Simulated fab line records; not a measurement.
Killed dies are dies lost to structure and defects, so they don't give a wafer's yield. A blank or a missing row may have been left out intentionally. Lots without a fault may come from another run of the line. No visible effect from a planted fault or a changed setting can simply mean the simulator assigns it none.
What tool caused it? | flow gf180mcu | 12 lots, 36 wafers sampled, at 1 step of a route of 602

WHAT THE GAUGES SHOWED, per wafer
GF_DUAL_GATE_THK_MEAS_03.
lot  | measured     | on           | DUAL_GATE_OXIDATION_00_THK (nm)
L075 | day 7 22:55  | filmMetro-02 | 11.24 11.11 11.33
L077 | day 8 08:19  | filmMetro-04 | 11.03 10.85 10.84
L079 | day 8 23:17  | filmMetro-02 | 10.77 10.72 10.91
L081 | day 9 12:59  | filmMetro-04 | 10.70 10.91 10.92
L083 | day 10 09:07 | filmMetro-02 | 10.67 10.84 10.91
L085 | day 10 22:37 | filmMetro-02 | 11.00 10.62 10.82
L087 | day 11 09:17 | filmMetro-03 | 10.66 10.61 10.65
L089 | day 11 22:58 | filmMetro-02 | 10.75 10.77 10.51
L090 | day 12 12:15 | filmMetro-04 | 10.91 11.06 10.94
L093 | day 12 22:37 | filmMetro-04 | 10.73 10.78 10.49
L095 | day 13 16:05 | filmMetro-03 | 10.80 10.94 10.81
L097 | day 14 07:27 | filmMetro-04 | 10.74 10.78 10.74

WHICH TOOL RAN EACH LOT (tool, then ch and the chambers of the sampled wafers, then the start)
Record: no process step prior to these readings.

THE ANSWER, worked out from the rows above alone
Rule: usual is defined by the lots themselves. Put in order of their means at a reading, lots are off if they are a third of the lots or fewer, leave a main group of 4 or more, and stand apart from it by a gap of 3 or more times the standard deviation of the main group's means; of several such gaps the widest counts. A main group is skipped when, at the precision printed for the reading in the tables above, its means are all equal. A lot without any number at a reading at which 4 lots or more have one is off too. Where the step has rows for the other lots, those lots are counted as sound.
Nothing can be told from this: no lot is off at any reading shown.

WHAT HAD BEEN PUT IN BY THE SIMULATOR
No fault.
